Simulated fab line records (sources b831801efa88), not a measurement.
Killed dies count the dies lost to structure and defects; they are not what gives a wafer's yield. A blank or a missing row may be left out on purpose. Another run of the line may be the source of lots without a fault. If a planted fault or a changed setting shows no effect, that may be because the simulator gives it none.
What tool caused it? / flow gf180mcu / Sampling: 11 lots, 33 wafers, 3 of 602 route steps

## WHAT THE GAUGES SHOWED, per wafer
GF_PSD_RS_MEAS_15: measures by four-point-probe. Usual: PSD_RS 108.45 ohm/sq, standard deviation 0.25.
lot=L930; measured=day 14 18:41; on=filmMetro-02; PSD_RS (ohm/sq)=108.58 108.56 108.44; flag=
lot=L931; measured=day 14 20:07; on=filmMetro-04; PSD_RS (ohm/sq)=108.82 108.69 108.53; flag=
lot=L937; measured=day 16 15:19; on=filmMetro-03; PSD_RS (ohm/sq)=113.68 113.87 113.91; flag=OFF
lot=L938; measured=day 17 03:56; on=filmMetro-03; PSD_RS (ohm/sq)=108.41 108.63 108.50; flag=
lot=L939; measured=day 17 23:04; on=filmMetro-04; PSD_RS (ohm/sq)=113.40 113.41 113.86; flag=OFF
lot=L947; measured=day 20 07:08; on=filmMetro-03; PSD_RS (ohm/sq)=108.29 108.66 108.10; flag=
lot=L949; measured=day 21 05:23; on=filmMetro-02; PSD_RS (ohm/sq)=108.27 108.36 108.18; flag=
lot=L950; measured=day 21 07:40; on=filmMetro-03; PSD_RS (ohm/sq)=108.52 108.74 108.62; flag=
lot=L951; measured=day 21 16:55; on=filmMetro-02; PSD_RS (ohm/sq)=108.18 108.73 108.30; flag=
lot=L952; measured=day 22 01:06; on=filmMetro-03; PSD_RS (ohm/sq)=108.74 108.40 108.80; flag=
lot=L953; measured=day 22 07:17; on=filmMetro-03; PSD_RS (ohm/sq)=108.66 108.57 108.50; flag=

## TOOL THAT RAN EACH LOT (tool first, then ch and the chambers of the sampled wafers, then the start)
lot=L930; GF_PSD_IMPLANT_09=implanter-04 ch 0, day 14 18:08; GF_PSD_STRIP_10=plasmaAsher-02 ch 0,1, day 14 18:16
lot=L931; GF_PSD_IMPLANT_09=implanter-03 ch 0, day 14 19:33; GF_PSD_STRIP_10=plasmaAsher-02 ch 0,1, day 14 19:42
lot=L937; GF_PSD_IMPLANT_09=implanter-04 ch 0, day 16 14:45; GF_PSD_STRIP_10=plasmaAsher-02 ch 0,1, day 16 14:53
lot=L938; GF_PSD_IMPLANT_09=implanter-02 ch 0, day 17 03:23; GF_PSD_STRIP_10=plasmaAsher-01 ch 0,1, day 17 03:31
lot=L939; GF_PSD_IMPLANT_09=implanter-04 ch 0, day 17 22:22; GF_PSD_STRIP_10=plasmaAsher-02 ch 0,1, day 17 22:31
lot=L947; GF_PSD_IMPLANT_09=implanter-03 ch 0, day 20 06:34; GF_PSD_STRIP_10=plasmaAsher-04 ch 0,1, day 20 06:43
lot=L949; GF_PSD_IMPLANT_09=implanter-04 ch 0, day 21 04:49; GF_PSD_STRIP_10=plasmaAsher-01 ch 0,1, day 21 04:57
lot=L950; GF_PSD_IMPLANT_09=implanter-04 ch 0, day 21 07:06; GF_PSD_STRIP_10=plasmaAsher-02 ch 0,1, day 21 07:15
lot=L951; GF_PSD_IMPLANT_09=implanter-03 ch 0, day 21 16:21; GF_PSD_STRIP_10=plasmaAsher-04 ch 0,1, day 21 16:30
lot=L952; GF_PSD_IMPLANT_09=implanter-02 ch 0, day 22 00:32; GF_PSD_STRIP_10=plasmaAsher-01 ch 1, day 22 00:40
lot=L953; GF_PSD_IMPLANT_09=implanter-04 ch 0, day 22 06:43; GF_PSD_STRIP_10=plasmaAsher-04 ch 0,1, day 22 06:52
- GF_PSD_IMPLANT_09
- GF_PSD_STRIP_10: strips in O2/N2.

## WHAT THE TOOLS THEMSELVES READ (means of the sampled wafers that have a number; where no wafer has one, the mark that the record gives instead)
GF_PSD_IMPLANT_09. Usual: doseIonsCm2 1.5e+15, standard deviation 1.5e+12; faradayCurrentUA 8249, standard deviation 160; tiltDeg 7.003 degrees, standard deviation 0.02.
lot=L930; tool=implanter-04; doseIonsCm2=1.5e+15; faradayCurrentUA=8291; tiltDeg (degrees)=6.997; flag=
lot=L931; tool=implanter-03; doseIonsCm2=1.5e+15; faradayCurrentUA=8288; tiltDeg (degrees)=6.997; flag=
lot=L937; tool=implanter-04; doseIonsCm2=1.3e+15; faradayCurrentUA=7388; tiltDeg (degrees)=7.015; flag=OFF
lot=L938; tool=implanter-02; doseIonsCm2=1.5e+15; faradayCurrentUA=8104; tiltDeg (degrees)=7.009; flag=
lot=L939; tool=implanter-04; doseIonsCm2=1.3e+15; faradayCurrentUA=7308; tiltDeg (degrees)=6.991; flag=OFF
lot=L947; tool=implanter-03; doseIonsCm2=1.5e+15; faradayCurrentUA=8269; tiltDeg (degrees)=6.981; flag=
lot=L949; tool=implanter-04; doseIonsCm2=1.5e+15; faradayCurrentUA=8216; tiltDeg (degrees)=6.988; flag=
lot=L950; tool=implanter-04; doseIonsCm2=1.5e+15; faradayCurrentUA=8262; tiltDeg (degrees)=7.016; flag=
lot=L951; tool=implanter-03; doseIonsCm2=1.5e+15; faradayCurrentUA=8369; tiltDeg (degrees)=6.993; flag=
lot=L952; tool=implanter-02; doseIonsCm2=1.5e+15; faradayCurrentUA=8106; tiltDeg (degrees)=7.009; flag=
lot=L953; tool=implanter-04; doseIonsCm2=1.5e+15; faradayCurrentUA=8209; tiltDeg (degrees)=7.000; flag=

GF_PSD_STRIP_10. Usual: drypumpMotorCurrentA 5.6 A, standard deviation 0.61; heaterPowerW 346 W, standard deviation 22; oesProductAu 0.592 a.u., standard deviation 0.0049; stripTimeToEndpointS 16.51 s, standard deviation 0.032.
lot=L930; tool=plasmaAsher-02; drypumpMotorCurrentA (A)=5.0; heaterPowerW (W)=350; oesProductAu (a.u.)=0.596; stripTimeToEndpointS (s)=16.50; flag=
lot=L931; tool=plasmaAsher-02; drypumpMotorCurrentA (A)=5.0; heaterPowerW (W)=350; oesProductAu (a.u.)=0.591; stripTimeToEndpointS (s)=16.49; flag=
lot=L937; tool=plasmaAsher-02; drypumpMotorCurrentA (A)=4.8; heaterPowerW (W)=349; oesProductAu (a.u.)=0.604; stripTimeToEndpointS (s)=16.12; flag=OFF
lot=L938; tool=plasmaAsher-01; drypumpMotorCurrentA (A)=5.4; heaterPowerW (W)=368; oesProductAu (a.u.)=0.593; stripTimeToEndpointS (s)=16.53; flag=
lot=L939; tool=plasmaAsher-02; drypumpMotorCurrentA (A)=4.8; heaterPowerW (W)=350; oesProductAu (a.u.)=0.598; stripTimeToEndpointS (s)=16.15; flag=OFF
lot=L947; tool=plasmaAsher-04; drypumpMotorCurrentA (A)=5.8; heaterPowerW (W)=324; oesProductAu (a.u.)=0.592; stripTimeToEndpointS (s)=16.51; flag=
lot=L949; tool=plasmaAsher-01; drypumpMotorCurrentA (A)=5.8; heaterPowerW (W)=350; oesProductAu (a.u.)=0.596; stripTimeToEndpointS (s)=16.48; flag=
lot=L950; tool=plasmaAsher-02; drypumpMotorCurrentA (A)=4.9; heaterPowerW (W)=354; oesProductAu (a.u.)=0.595; stripTimeToEndpointS (s)=16.48; flag=
lot=L951; tool=plasmaAsher-04; drypumpMotorCurrentA (A)=6.1; heaterPowerW (W)=325; oesProductAu (a.u.)=0.592; stripTimeToEndpointS (s)=16.50; flag=
lot=L952; tool=plasmaAsher-01; drypumpMotorCurrentA (A)=5.1; heaterPowerW (W)=390; oesProductAu (a.u.)=0.596; stripTimeToEndpointS (s)=16.51; flag=
lot=L953; tool=plasmaAsher-04; drypumpMotorCurrentA (A)=5.8; heaterPowerW (W)=328; oesProductAu (a.u.)=0.590; stripTimeToEndpointS (s)=16.48; flag=

## THE ANSWER, worked out from the rows above alone
Rule: a lot counts as off when the mean over its wafers that have a number is more than 3 standard deviations away from the usual mean. A lot without any number at a reading at which 4 lots or more have one is off too. Any other lot the step has rows for is counted as sound. Order of review: gauges by route order, followed by the tools' own readings, for which a lot's mean as printed above is used. The first step at which some lot is off is used, and at that step the reading that is off furthest; a lot without a number counts as furthest.
Off: L937, L939, at GF_PSD_RS_MEAS_15 (PSD_RS).
If a tool, at a process step before that reading, ran all the lots that are off and no sound lot after the first of them, it fits. The gauges at GF_PSD_RS_MEAS_15 aren't tried: what is off there is off at GF_PSD_IMPLANT_09 too, on other tools, and a gauge's error can't cause that. Of those tried, none fits.

## WHAT WAS PUT IN BY THE SIMULATOR
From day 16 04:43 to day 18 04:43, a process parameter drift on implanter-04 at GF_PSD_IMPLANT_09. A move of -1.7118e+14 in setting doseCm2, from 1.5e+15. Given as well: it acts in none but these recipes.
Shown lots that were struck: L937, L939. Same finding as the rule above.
